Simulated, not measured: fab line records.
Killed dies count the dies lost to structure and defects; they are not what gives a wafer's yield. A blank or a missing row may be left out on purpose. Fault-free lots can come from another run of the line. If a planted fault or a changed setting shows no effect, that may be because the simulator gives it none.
Split-lot experiment    flow gf180mcu    23 wafers read across 5 lots, on a route 602 steps long

## THE SPLIT ITSELF
At GF_HV_LDD_DEVELOP_18 (develop time 60 s), the setting developTimeS was moved away from the recipe's 60 s on 8 of the 23 wafers read, by -14.1% to +8.1%. All remaining wafers had this setting at the recipe value.

No step appears in the file between the split and the reading.

## THE READING
At GF_HV_LDD_CD_MEAS_19: cdNm in nanometres, against a target cd of 400 nm. On this fab line, fault-free wafers typically give 400.5 nm with a standard deviation of 2.2 nm.

wafer   tool, chamber at the split  developTimeS as run, s  against the recipe  cdNm, nm  against lot-mates on the recipe
L075.2  lithoTrack-03, 0            60                      recipe              401.5     -
L075.3  lithoTrack-03, 0            60                      recipe              399.8     -
L075.4  lithoTrack-03, 0            60                      recipe              402.9     -
L075.5  lithoTrack-03, 0            60                      recipe              401.4     -
L075.6  lithoTrack-03, 0            60                      recipe              403.7     -
L077.1  lithoTrack-01, 0            60                      recipe              402.9     -
L077.2  lithoTrack-01, 0            60                      recipe              404.6     -
L077.4  lithoTrack-01, 0            63.39                   +5.6%               407.0     +3.2
L077.5  lithoTrack-01, 0            63.39                   +5.6%               408.3     +4.6
L077.6  lithoTrack-01, 0            63.39                   +5.6%               406.4     +2.6
L080.2  lithoTrack-03, 0            60                      recipe              400.6     -
L080.3  lithoTrack-03, 0            60                      recipe              401.2     -
L080.6  lithoTrack-03, 0            60                      recipe              399.6     -
L084.1  lithoTrack-01, 0            51.52                   -14.1%              389.8     -14.9
L084.2  lithoTrack-01, 0            51.52                   -14.1%              388.5     -16.2
L084.3  lithoTrack-01, 0            60                      recipe              404.9     -
L084.5  lithoTrack-01, 0            60                      recipe              404.5     -
L084.6  lithoTrack-01, 0            51.52                   -14.1%              389.0     -15.7
L085.1  lithoTrack-03, 0            64.83                   +8.1%               408.4     +6.8
L085.2  lithoTrack-03, 0            60                      recipe              402.7     -
L085.3  lithoTrack-03, 0            64.83                   +8.1%               408.5     +6.9
L085.4  lithoTrack-03, 0            60                      recipe              401.4     -
L085.5  lithoTrack-03, 0            60                      recipe              400.8     -

FIT RESULTS
A straight line over all 23 wafers: cdNm changes by +0.897 nm for each +1% of developTimeS; r = +0.97; the points scatter about the line by 1.5 nm.
The same after taking each lot's own level away (the mean of its wafers on the recipe; 23 wafers): +1 nm for each +1%; r = +0.98; scatter 1.2 nm.
According to that fit, moving developTimeS by its largest amount changes the reading by 14 nm.
Measured against the standard deviation above, the lots' own levels, which go from 400.47 to 404.70 nm, span 1.9 times it.
Hence the slope depends on the lot-to-lot level, as the two fits are not the same.
Check: with one of the wafers moved furthest among these (-14.1%) left out of the fit, the line predicts -14.6 nm for it against its lot-mates. Against them it came out at -14.9 nm.

## OTHER SPLITS APPLIED TO THESE WAFERS
Note: prior to the reading, these wafers also went through further splits. Each is held against what the fit with the lots' levels taken away leaves over:
other split on the same wafers     wafers away from the commonest value  r with cdNm (lot level and that fit taken away)
GF_VT_IMPLANT_IMPLANT_19 doseCm2   10                                    -0.05
GF_VT_IMPLANT_COAT_24 resistThkNm  4                                     +0.26
GF_VT_IMPLANT_IMPLANT_30 tiltDeg   6                                     -0.45
GF_VT_IMPLANT_IMPLANT_41 doseCm2   6                                     -0.09
GF_HV_LDD_DEVELOP_06 devTempC      10                                    +0.23
GF_HV_LDD_IMPLANT_09 doseCm2       4                                     +0.08

## THE FILE'S OWN FIT
cdNm changes by +0.992 nm for each +1% of developTimeS, r = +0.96.
